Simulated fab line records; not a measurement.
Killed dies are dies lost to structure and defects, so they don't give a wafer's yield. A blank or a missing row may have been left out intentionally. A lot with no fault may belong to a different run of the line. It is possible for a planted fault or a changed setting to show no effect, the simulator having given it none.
Problem report in the 8D (eight disciplines) form, filled by code -- flow sky130 -- the parts of the form that need people (team, actions taken, sign-off) are left out

1. WHAT WENT WRONG
At SKY_NWELL_IMPLANT_24, dose-ions-cm2 averages 9.020e+12 over 6 wafers from 2 lots, while fault-free wafers read 9.199e+12, standard deviation 1.1e+10. Relative to the usual mean, that is a shift of -16 standard deviations.
Earliest sighting: wafer L587.4 on implanter-04 at day 10 00:08. Wafers with a number at this step in the record: 39, from 13 lots. Rule for "out", or "out of limits": more than 4 standard deviations from the usual mean. Any other wafer with a number is counted as sound.

2. WHAT THIS IS AND IS NOT
question,is,is not
which readings at this step,dose-ions-cm2,-
which lots,"L587, L591","L573, L575, L576, L577, L578, L579, L580, L581, L586, L588, L593"
which wafers of those lots,all that have a number,-
read on which tools,implanter-04,"implanter-01, implanter-02"
when,from day 10 00:08,up to then (30 sound wafers); but 3 sound wafers of L593 came after

3. WHAT RULES OUT EACH SUSPECT
Counting: a tool stays on the suspect list if, at a process step up to the reading, it processed all lots that are out and no sound lot following the first of them.
- implanter-04 at SKY_NWELL_IMPLANT_24: kept. All lots that are out passed through it, beginning with L587 at day 10 00:08, and no sound lot followed; its final sound lot before that point was L586 at day 9 09:43. Its own readings are out on those wafers: dose-ions-cm2.
Left after counting: implanter-04 at SKY_NWELL_IMPLANT_24.

4. THE CAUSE (what the simulator had put in)
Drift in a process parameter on implanter-04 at SKY_NWELL_IMPLANT_24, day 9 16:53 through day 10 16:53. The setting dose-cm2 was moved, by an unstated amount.
This tool alone remained once counting was done.

5. THE CHAIN OF EFFECTS, in route order
Each row: a reading whose mean over the struck wafers that have a number lies more than 3 standard deviations from the usual. Only readings whose record carries a usual standard deviation are examined. hours: median over the lots of the time between each lot's start at the first step of this table that gives one and its start at this step. sigmas: the change, counted in usual standard deviations.
hours,step,reading,usual,on struck wafers,change,sigmas
0,SKY_NWELL_IMPLANT_24,dose-ions-cm2,9.199e+12,9.020e+12,-1.785e+11,-16
The process steps in it:
- SKY_NWELL_IMPLANT_24
Later steps that measure or inspect, where all struck wafers having a row at the step show a number for every such reading and not one has moved that far: SKY_VT_ADJUST_HVTP_OVL_MEAS_08.

6. HOW IT WOULD HAVE BEEN CAUGHT EARLIER
In this record no reading fell out of limits until day 10 00:08, 7 hours after the fault had begun at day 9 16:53.
